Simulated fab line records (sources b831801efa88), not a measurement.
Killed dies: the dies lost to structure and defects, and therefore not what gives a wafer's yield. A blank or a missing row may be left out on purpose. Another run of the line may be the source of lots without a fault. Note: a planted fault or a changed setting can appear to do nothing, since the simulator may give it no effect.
Problem report in the 8D (eight disciplines) form, filled by code	flow sky130	the parts of the form that need people (team, actions taken, sign-off) are left out

== 1. WHAT IS WRONG ==
Wafers free of any fault read 542 nm (standard deviation 7.7) for PASSIVATION_CVD_02_THK at SKY_PASSIVATION_THK_MEAS_03, against a mean of 602 nm on 6 wafers of 2 lots. Relative to the usual mean, that is a shift of +7.8 standard deviations.
Earliest sighting: wafer L242.1 on film metro-02 at day 47 00:01. At this step, 36 wafers from 12 lots have a number in the record. By rule, "out" or "out of limits" means more than 4 standard deviations away from the usual mean. All remaining wafers that have a number are taken as sound.

== 2. WHAT IT IS, AND WHAT IT ISN'T ==
question	is	is not
which readings at this step	PASSIVATION_CVD_02_THK	-
which lots	L242, L243	L231, L232, L234, L235, L236, L238, L245, L248, L250, L254
which wafers of those lots	all that have a number	-
read on which gauges	film metro-02	film metro-03, film metro-04
when	from day 47 00:01	up to then (18 sound wafers); but 12 sound wafers of L245, L248, L250, L254 came after

== 3. SUSPECTS, AND WHAT RULES EACH OUT ==
Counting: any tool at a process step up to the reading is kept as a suspect provided that every lot that is out went through it and no sound lot did after the first of them.
- the gauge at SKY_PASSIVATION_THK_MEAS_03: ruled out. All the wafers that are out were read on film metro-02, but those of them that SKY_PASSIVATION_CVD_02 has rows for are out there too, on other tools.
- pecvd-01 at SKY_PASSIVATION_CVD_02 (deposits Si3N4, target thk 540 nm): kept. All lots that are out passed through it, beginning with L242 at day 46 23:48, and no sound lot followed; its final sound lot before that point was L238 at day 45 17:31. Its own readings are out on those wafers: rf fwd power W.
After counting, what remains is pecvd-01 at SKY_PASSIVATION_CVD_02.

== 4. THE CAUSE (what the simulator had put in) ==
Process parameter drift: pecvd-01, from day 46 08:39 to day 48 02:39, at SKY_PASSIVATION_CVD_02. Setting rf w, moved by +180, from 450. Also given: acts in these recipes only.
This tool alone remained once counting was done.

== 5. SEQUENCE OF EFFECTS, ordered by route ==
Each row: a reading whose mean over the struck wafers that have a number lies more than 3 standard deviations from the usual. Only readings whose record carries a usual standard deviation are examined. hours: median over the lots of the time between each lot's start at the first step of this table that gives one and its start at this step. sigmas: the change, counted in usual standard deviations.
hours	step	reading	usual	on struck wafers	change	sigmas
0	SKY_PASSIVATION_CVD_02	rf fwd power W	449.3 W	629.2	+179.9	+99 or more
0	SKY_PASSIVATION_THK_MEAS_03	PASSIVATION_CVD_02_THK	542 nm	602	+60	+7.8
Here are the process steps it includes:
- SKY_PASSIVATION_CVD_02: deposits Si3N4, target thk 540 nm.

== 6. WHAT WOULD HAVE CAUGHT IT SOONER ==
In this record the first reading out of limits at a measuring or inspecting step was taken at day 47 00:01, 15 hours after the fault began at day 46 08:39.
The tool's own readings at SKY_PASSIVATION_CVD_02 were out on every struck wafer that the step has a row for (rf fwd power W): an alarm limit on them would have fired on the first of those.
Of the lots that are out (2), L243 began SKY_PASSIVATION_CVD_02 on pecvd-01 after day 47 00:01. A hold on the tool at that time would have spared it.
